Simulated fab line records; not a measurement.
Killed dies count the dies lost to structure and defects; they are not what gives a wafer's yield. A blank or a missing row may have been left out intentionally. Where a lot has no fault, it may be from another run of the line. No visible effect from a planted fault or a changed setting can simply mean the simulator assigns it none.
fab line records ; flow gf180mcu
[record] lots = 10; wafers = 29; lastDay = 34
route steps=602 shown CONTACT@309 V2@398
lots that met no fault: from a run of the same line without faults
startH: hours from the record's opening day to when the first of the lot's shown wafers began ; waitH: hours elapsed since this lot's preceding step ; " unchanged from the row above ; L1.1+2: one row covering several wafers at once ; - no value present, or no start provided ; * or withheld: withheld ; < > ~ a bound
route shown NAME@n: a module of which the file shows steps, and the number in the route of the first ; usual: mean and standard deviation over wafers with no fault ; same: alike in all rows ; chamber/n: place in a boat ; sites: the reading at each site ; _std_site: standard deviation of those values ; _edge_site: the outer-site mean with the inner-site mean subtracted ; radiusMm: for every site, how far away it sits from the centre of the wafer ; mask NAME#n: copy n ; behind: the last tool/chamber to shape the wafer ; hold: reason for holding the lot/hours on hold/outcome of the hold ; device: which transistor (n, p or np) failed to switch ; end of line: tests run on the same wafers once the route is complete ; a step with no rows: only its recipe ; killed: dies lost to structure and defects at the first sort, not the wafer's yield ; map: per-die view of a wafer (x killed, . not killed, _ where there is no die)
set.NAME: the run value of the setting; set.NAME@STEP: its run value at that earlier step ; model.NAME: the simulator's own value behind a step, which no gauge read
route steps across a sampled set of lots; one table per step, one row per wafer
services: when a tool's chamber went out of use (startH, in hours from the record's first day, below 0 if earlier), for how many hours, and the reason
[[steps]]
[step GF_CONTACT_SPUTTER_22]
[recipe] material = Ti; targetThkNm = 15; chamberPressurePa = 5; powerW = 2500; substrateTempC = 200; timeS = 80.02
[usual] throttleValvePct = 30.7/0.75
lot.wafer;tool;chamber;startH;waitH;throttleValvePct
L427.4;pvdSputter-02;-;361.58;0.0;30.4
L427.5;pvdSputter-02;-;361.58;0.0;30.6
L427.6;pvdSputter-02;-;361.58;0.0;29.3
L429.1;pvdSputter-03;-;381.39;0.0;31.0
L429.4;pvdSputter-03;-;381.39;0.0;30.9
L429.6;pvdSputter-03;-;381.39;0.0;30.4
L430.1;pvdSputter-03;-;395.49;0.0;31.0
L430.2;pvdSputter-03;-;395.49;0.0;30.4
L430.4;pvdSputter-03;-;395.49;0.0;31.0
L432.1;pvdSputter-04;-;412.08;0.0;30.2
L432.4;pvdSputter-04;-;412.08;0.0;31.5
L432.5;pvdSputter-04;-;412.08;0.0;31.2
L434.2;pvdSputter-03;-;426.21;0.0;31.1
L434.4;pvdSputter-03;-;426.21;0.0;30.1
L434.6;pvdSputter-03;-;426.21;0.0;30.9
L435.2;pvdSputter-03;-;437.74;0.0;30.2
L435.3;pvdSputter-03;-;437.74;0.0;31.3
L435.6;pvdSputter-03;-;437.74;0.0;30.9
L436.1;pvdSputter-03;-;447.50;0.0;30.8
L436.4;pvdSputter-03;-;447.50;0.0;30.6
L436.6;pvdSputter-03;-;447.50;0.0;30.4
L438.1;pvdSputter-04;-;470.27;0.0;30.3
L438.5;pvdSputter-04;-;470.27;0.0;30.4
L438.6;pvdSputter-04;-;470.27;0.0;31.5
L446.3;pvdSputter-04;-;528.33;0.0;30.6
L446.4;pvdSputter-04;-;528.33;0.0;31.5
L448.2;pvdSputter-03;-;547.72;0.0;30.1
L448.3;pvdSputter-03;-;547.72;0.0;31.0
L448.6;pvdSputter-03;-;547.72;0.0;31.2
[step GF_V2_ETCH_16]
[recipe] chemistry = N2/H2; targetDepthA = withheld; overetchA = withheld; timeS = withheld; target = BARC; ionEnergyEv = 200; sourceW = 500; biasW = 100; pressureMtorr = 30; n2FlowSccm = 100; h2FlowSccm = 200
[usual] biasW = 100.02/0.27; drypumpMotorCurrentA = 5.9/0.46; oesProductAu = 0.855/0.0048; throttleValvePct = 13.223/0.0091
lot.wafer;tool;chamber;startH;waitH;biasW;drypumpMotorCurrentA;oesProductAu;throttleValvePct
L427.4;rieDiel-02;2;461.26;0.0;99.71;5.9;0.847;13.209
L427.5;rieDiel-02;3;461.26;0.0;100.06;6.0;0.856;13.212
L427.6;rieDiel-02;0;461.26;0.0;100.01;6.1;0.857;13.229
L429.1;rieDiel-02;1;481.73;0.0;99.94;5.4;0.846;13.227
L429.4;rieDiel-02;0;481.73;0.0;100.09;6.1;0.857;13.217
L429.6;rieDiel-02;1;481.73;0.0;100.03;5.4;0.853;13.217
L430.1;rieDiel-03;3;496.93;0.0;99.89;6.1;0.858;13.219
L430.2;rieDiel-03;1;496.93;0.0;99.88;6.4;0.853;13.208
L430.4;rieDiel-03;0;496.93;0.0;99.84;5.3;0.854;13.229
L432.1;rieDiel-02;1;512.13;0.0;99.61;5.4;0.856;13.209
L432.4;rieDiel-02;3;512.13;0.0;100.43;6.0;0.862;13.224
L432.5;rieDiel-02;2;512.13;0.0;100.09;5.9;0.863;13.224
L434.2;rieDiel-01;0;526.98;0.0;100.38;5.9;0.850;13.220
L434.4;rieDiel-01;1;526.98;0.0;100.49;6.3;0.852;13.228
L434.6;rieDiel-01;1;526.98;0.0;100.26;6.3;0.869;13.212
L435.2;rieDiel-01;3;537.96;0.0;99.84;5.0;0.859;13.235
L435.3;rieDiel-01;1;537.96;0.0;100.22;6.3;0.863;13.240
L435.6;rieDiel-01;1;537.96;0.0;100.29;6.3;0.845;13.214
L436.1;rieDiel-01;0;546.58;0.0;99.33;5.9;0.860;13.226
L436.4;rieDiel-01;1;546.58;0.0;100.13;6.3;0.851;13.213
L436.6;rieDiel-01;1;546.58;0.0;99.82;6.3;0.853;13.229
L438.1;rieDiel-03;3;568.98;0.0;99.95;6.1;0.852;13.219
L438.5;rieDiel-03;2;568.98;0.0;100.50;5.9;0.851;13.218
L438.6;rieDiel-03;3;568.98;0.0;99.66;6.1;0.857;13.229
L446.3;rieDiel-03;1;619.36;0.0;100.29;6.4;0.859;13.221
L446.4;rieDiel-03;0;619.36;0.0;99.96;5.3;0.856;13.236
L448.2;rieDiel-03;3;638.36;0.0;100.06;6.1;0.847;13.222
L448.3;rieDiel-03;1;638.36;0.0;99.75;6.3;0.849;13.214
L448.6;rieDiel-03;1;638.36;0.0;100.13;6.4;0.856;13.217
[step GF_V2_STRIP_18]
[recipe] chemistry = O2/N2; powerW = 1400; pressureMtorr = 1500; platenTempC = 250; o2FlowSccm = 3000; n2FlowSccm = 300; overashFraction = 0.5
[usual] drypumpMotorCurrentA = 5.8/0.69; heaterPowerW = 336/20; oesProductAu = 0.592/0.005
[same] overashFraction = 0.5
lot.wafer;tool;chamber;startH;waitH;drypumpMotorCurrentA;heaterPowerW;oesProductAu;rfHoursCounterH
L427.4;plasmaAsher-02;1;461.42;-;6.7;339;0.600;-
L427.5;plasmaAsher-02;1;461.42;-;6.7;331;0.598;-
L427.6;plasmaAsher-02;0;461.42;-;5.2;339;0.590;-
L429.1;plasmaAsher-03;0;481.86;-;5.7;340;0.593;68
L429.4;plasmaAsher-03;1;481.86;-;6.4;356;0.590;-
L429.6;plasmaAsher-03;0;481.86;-;5.7;334;0.594;-
L430.1;plasmaAsher-02;1;497.06;-;6.7;329;0.590;89
L430.2;plasmaAsher-02;0;497.06;-;5.2;350;0.588;89
L430.4;plasmaAsher-02;0;497.06;-;5.2;351;0.589;-
L432.1;plasmaAsher-04;0;512.26;-;4.7;329;0.592;38
L432.4;plasmaAsher-04;1;512.26;-;5.7;292;0.590;-
L432.5;plasmaAsher-04;0;512.26;-;4.7;333;0.592;-
L434.2;plasmaAsher-02;0;527.11;-;5.2;346;0.587;92
L434.4;plasmaAsher-02;1;527.11;-;6.7;341;0.599;-
L434.6;plasmaAsher-02;0;527.11;-;5.2;350;0.590;-
L435.2;plasmaAsher-02;1;538.09;-;6.7;341;0.583;93
L435.3;plasmaAsher-02;1;538.09;-;6.7;326;0.588;-
L435.6;plasmaAsher-02;0;538.09;-;5.2;339;0.587;-
L436.1;plasmaAsher-03;1;546.71;-;6.4;358;0.591;75
L436.4;plasmaAsher-03;0;546.71;-;5.7;332;0.595;-
L436.6;plasmaAsher-03;1;546.71;-;6.4;364;0.606;-
L438.1;plasmaAsher-02;1;569.11;-;6.7;329;0.583;96
L438.5;plasmaAsher-02;0;569.11;-;5.2;352;0.599;-
L438.6;plasmaAsher-02;1;569.11;-;6.7;338;0.591;-
L446.3;plasmaAsher-02;0;619.52;-;5.2;347;0.604;-
L446.4;plasmaAsher-02;1;619.52;-;6.7;338;0.598;-
L448.2;plasmaAsher-04;1;638.49;-;5.7;302;0.585;53
L448.3;plasmaAsher-04;0;638.49;-;4.7;328;0.593;-
L448.6;plasmaAsher-04;1;638.49;-;5.8;291;0.591;-
[step GF_V2_CVD_23]
[recipe] material = W; targetThkNm = 350; timeS = 104.94; tempC = 400; pressureTorr = 40
[usual] heaterPowerW = 923/64; susceptorTempC = 400.02/0.22
lot.wafer;tool;chamber;startH;waitH;heaterPowerW;sinceWetCleanH;susceptorTempC
L427.4;cvdW-02;1;462.06;0.1;922;-;400.02
L427.5;cvdW-02;0;462.06;0.1;873;-;400.56
L427.6;cvdW-02;1;462.06;0.1;926;-;400.24
L429.1;cvdW-01;0;482.50;0.0;1012;579;399.94
L429.4;cvdW-01;0;482.50;0.0;994;-;399.75
L429.6;cvdW-01;1;482.50;0.0;851;-;400.09
L430.1;cvdW-01;0;498.03;0.0;1012;594;400.08
L430.2;cvdW-01;1;498.03;0.0;828;594;400.12
L430.4;cvdW-01;1;498.03;0.0;831;-;400.00
L432.1;cvdW-01;0;512.89;0.0;1003;609;400.24
L432.4;cvdW-01;0;512.89;0.0;1010;-;400.34
L432.5;cvdW-01;0;512.89;0.0;1013;-;400.28
L434.2;cvdW-01;1;527.74;0.0;838;624;400.25
L434.4;cvdW-01;1;527.74;0.0;829;-;400.15
L434.6;cvdW-01;1;527.74;0.0;847;-;399.89
L435.2;cvdW-02;1;538.73;0.0;937;135;400.07
L435.3;cvdW-02;0;538.73;0.0;892;-;399.56
L435.6;cvdW-02;0;538.73;0.0;876;-;399.61
L436.1;cvdW-02;0;547.34;0.0;888;143;400.41
L436.4;cvdW-02;0;547.34;0.0;866;-;400.30
L436.6;cvdW-02;0;547.34;0.0;876;-;400.14
L438.1;cvdW-02;0;569.74;0.0;893;166;399.84
L438.5;cvdW-02;0;569.74;0.0;897;-;399.72
L438.6;cvdW-02;1;569.74;0.0;929;-;399.91
L446.3;cvdW-01;0;620.19;0.1;1028;-;399.96
L446.4;cvdW-01;1;620.19;0.1;854;-;400.18
L448.2;cvdW-02;1;639.47;0.0;953;235;400.17
L448.3;cvdW-02;1;639.47;0.0;936;-;400.06
L448.6;cvdW-02;1;639.47;0.0;956;-;400.15
[step GF_V2_RS_MEAS_24]
[recipe] thkMeasGauge = four-point-probe; reads = W_of_V2_CVD_23+TiN_of_V2_SPUTTER_22+Ti_of_V2_SPUTTER_21
[usual] V2_W_RS = 0.327/0.007
lot.wafer;tool;chamber;startH;waitH;hold;V2_W_RS[ohm/sq]
L427.4;filmMetro-01;-;462.19;0.1;-;0.332
L427.5;filmMetro-01;-;462.19;0.1;-;0.314
L427.6;filmMetro-01;-;462.19;0.1;-;0.331
L429.1;filmMetro-03;-;482.61;0.1;-;0.327
L429.4;filmMetro-03;-;482.61;0.1;-;0.334
L429.6;filmMetro-03;-;482.61;0.1;-;0.332
L430.1;filmMetro-04;-;498.15;0.1;-;0.334
L430.2;filmMetro-04;-;498.15;0.1;-;0.337
L430.4;filmMetro-04;-;498.15;0.1;-;0.329
L432.1;filmMetro-04;-;513.00;0.1;-;0.333
L432.4;filmMetro-04;-;513.00;0.1;-;0.332
L432.5;filmMetro-04;-;513.00;0.1;-;0.328
L434.2;filmMetro-03;-;527.87;0.1;-;0.333
L434.4;filmMetro-03;-;527.87;0.1;-;0.331
L434.6;filmMetro-03;-;527.87;0.1;-;0.331
L435.2;filmMetro-03;-;538.86;0.1;-;0.331
L435.3;filmMetro-03;-;538.86;0.1;-;0.316
L435.6;filmMetro-03;-;538.86;0.1;-;0.314
L436.1;filmMetro-03;-;547.45;0.1;-;0.320
L436.4;filmMetro-03;-;547.45;0.1;-;0.322
L436.6;filmMetro-03;-;547.45;0.1;-;0.317
L438.1;filmMetro-01;-;569.85;0.1;-;0.317
L438.5;filmMetro-01;-;569.85;0.1;-;0.314
L438.6;filmMetro-01;-;569.85;0.1;-;0.327
L446.3;filmMetro-04;-;620.30;0.1;awaitDispo/0.2h/release;0.284
L446.4;filmMetro-04;-;620.30;0.1;awaitDispo/0.2h/release;0.296
L446.3;filmMetro-04;-;620.59;0.3;-;0.283
L446.4;filmMetro-04;-;620.59;0.3;-;0.295
L448.2;filmMetro-03;-;639.60;0.1;-;0.325
L448.3;filmMetro-03;-;639.60;0.1;-;0.327
L448.6;filmMetro-03;-;639.60;0.1;-;0.328
[step GF_V2_THK_MEAS_25]
[recipe] thkMeasGauge = xrf; reads = W_of_V2_CVD_23
[usual] V2_W_THK = 361/9.1
lot.wafer;tool;chamber;startH;waitH;hold;V2_W_THK[nm]
L427.4;filmMetro-01;-;462.28;0.1;-;362
L427.5;filmMetro-01;-;462.28;0.1;-;384
L427.6;filmMetro-01;-;462.28;0.1;-;361
L429.1;filmMetro-03;-;482.73;0.1;-;355
L429.4;filmMetro-03;-;482.73;0.1;-;349
L429.6;filmMetro-03;-;482.73;0.1;-;351
L430.1;filmMetro-04;-;498.27;0.1;-;351
L430.2;filmMetro-04;-;498.27;0.1;-;348
L430.4;filmMetro-04;-;498.27;0.1;-;355
L432.1;filmMetro-04;-;513.12;0.1;-;350
L432.4;filmMetro-04;-;513.12;0.1;-;350
L432.5;filmMetro-04;-;513.12;0.1;-;354
L434.2;filmMetro-03;-;527.98;0.1;-;348
L434.4;filmMetro-03;-;527.98;0.1;-;354
L434.6;filmMetro-03;-;527.98;0.1;-;356
L435.2;filmMetro-03;-;538.97;0.1;-;353
L435.3;filmMetro-03;-;538.97;0.1;-;372
L435.6;filmMetro-03;-;538.97;0.1;-;376
L436.1;filmMetro-03;-;547.57;0.1;-;366
L436.4;filmMetro-03;-;547.57;0.1;-;364
L436.6;filmMetro-03;-;547.57;0.1;-;370
L438.1;filmMetro-01;-;569.97;0.1;-;375
L438.5;filmMetro-01;-;569.97;0.1;-;377
L438.6;filmMetro-01;-;569.97;0.1;-;363
L446.3;filmMetro-04;-;624.04;3.4;awaitDispo/0.2h/release;414
L446.4;filmMetro-04;-;624.04;3.4;awaitDispo/0.2h/release;396
L446.3;filmMetro-04;-;624.26;0.2;-;413
L446.4;filmMetro-04;-;624.26;0.2;-;398
L448.2;filmMetro-03;-;639.71;0.1;-;361
L448.3;filmMetro-03;-;639.71;0.1;-;357
L448.6;filmMetro-03;-;639.71;0.1;-;356
[step GF_V2_CMP_26]
[recipe] stopOn = SiO2; downForcePsi = 3.5; platenRpm = 60; tOverpolishS = 15; targetThkNm = 0; padVelocityMS = 0.94248
[usual] motorCurrentA = 10.7/0.83; timeToEndpointS = 84/4.3
lot.wafer;tool;chamber;startH;waitH;hold;motorCurrentA;timeToEndpointS
L427.4;cmp-02;3;462.46;0.2;-;10.8;80
L427.5;cmp-02;0;462.46;0.2;-;10.8;90
L427.6;cmp-02;1;462.46;0.2;-;11.8;87
L429.4;cmp-01;1;482.79;0.0;-;11.0;84
L429.1;cmp-01;3;482.79;0.0;-;8.7;80
L429.6;cmp-01;1;482.79;0.0;-;10.6;83
L430.2;cmp-01;0;498.38;0.1;-;10.3;84
L430.4;cmp-01;1;498.38;0.1;-;10.6;85
L430.1;cmp-01;2;498.38;0.1;-;11.1;79
L432.1;cmp-01;1;513.23;0.1;-;10.8;86
L432.4;cmp-01;3;513.23;0.1;-;9.2;81
L432.5;cmp-01;0;513.23;0.1;-;10.1;86
L434.2;cmp-01;1;528.03;0.0;-;11.1;84
L434.4;cmp-01;2;528.03;0.0;-;11.2;79
L434.6;cmp-01;1;528.03;0.0;-;11.2;85
L435.2;cmp-01;3;539.02;0.0;-;9.0;79
L435.3;cmp-01;0;539.02;0.0;-;10.1;88
L435.6;cmp-01;3;539.02;0.0;-;8.5;84
L436.1;cmp-01;2;547.73;0.1;-;11.8;84
L436.4;cmp-01;3;547.73;0.1;-;9.1;83
L436.6;cmp-01;1;547.73;0.1;-;10.8;93
L438.1;cmp-02;0;570.13;0.1;-;10.3;88
L438.5;cmp-02;2;570.13;0.1;-;10.9;94
L438.6;cmp-02;3;570.13;0.1;-;11.3;80
L446.4;cmp-02;0;628.62;4.3;awaitDispo/3.9h/release;11.4;95
L446.3;cmp-02;1;628.62;4.3;awaitDispo/3.9h/release;11.2;100
L448.2;cmp-01;1;639.76;0.0;-;11.5;89
L448.3;cmp-01;3;639.76;0.0;-;9.2;81
L448.6;cmp-01;1;639.76;0.0;-;10.7;85
[[services]]
tool;chamber;startH;hours;kind
pvdSputter-03;-;347.62;2.9;repair
cmp-01;-;369.29;0.7;repair
cvdW-01;0;384.03;2.6;repair
cvdW-02;-;390.00;14.0;pm
cmp-01;-;390.63;8.2;pm
rieDiel-03;-;401.81;1.2;repair
cvdW-02;-;406.03;1.3;repair
cmp-01;-;408.65;0.6;repair
pvdSputter-03;-;418.39;1.5;repair
cmp-01;-;427.83;0.7;repair
rieDiel-03;-;443.33;0.9;repair
cmp-01;-;452.41;0.9;repair
pvdSputter-03;-;465.34;0.6;repair
cmp-01;-;486.48;2.0;repair
cmp-01;-;492.67;2.8;pm
cmp-01;-;503.89;5.0;repair
cvdW-01;-;522.25;2.8;pm
cvdW-02;-;542.61;0.8;repair
cmp-01;-;545.41;1.3;repair
cmp-01;-;549.22;2.5;repair
cmp-01;-;549.28;2.6;repair
pvdSputter-03;-;552.57;2.4;repair
pvdSputter-03;-;570.30;2.0;repair
cmp-01;-;572.07;4.0;pm
[[key]]
[firstSign] step = GF_V2_RS_MEAS_24; reading = visit; direction = added
[effect] step = GF_V2_RS_MEAS_24; reading = V2_W_RS; direction = down; sigmas = 5.3; usual = 0.327; struck = 0.290
[effect] step = GF_V2_THK_MEAS_25; reading = visit; direction = added
[effect] step = GF_V2_CMP_26; reading = timeToEndpointS; direction = up; sigmas = 3.3; usual = *; struck = *
metAt GF_V2_CVD_23
struckLots L446
struckWafers L446.3,L446.4
notActingAt GF_CONTACT_SPUTTER_22,GF_V2_ETCH_16,GF_V2_STRIP_18
onsetBetween 527.74 620.19
[fault] kind = processParameterDrift; tool = cvdW-01; chamber = -; onsetH = 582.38; steps = GF_V2_CVD_23; channel = targetThkNm; offset = 44.105; shape = step; endH = 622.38; scope = struckWafersOnly; actsIn = theseRecipesOnly; stated = 350
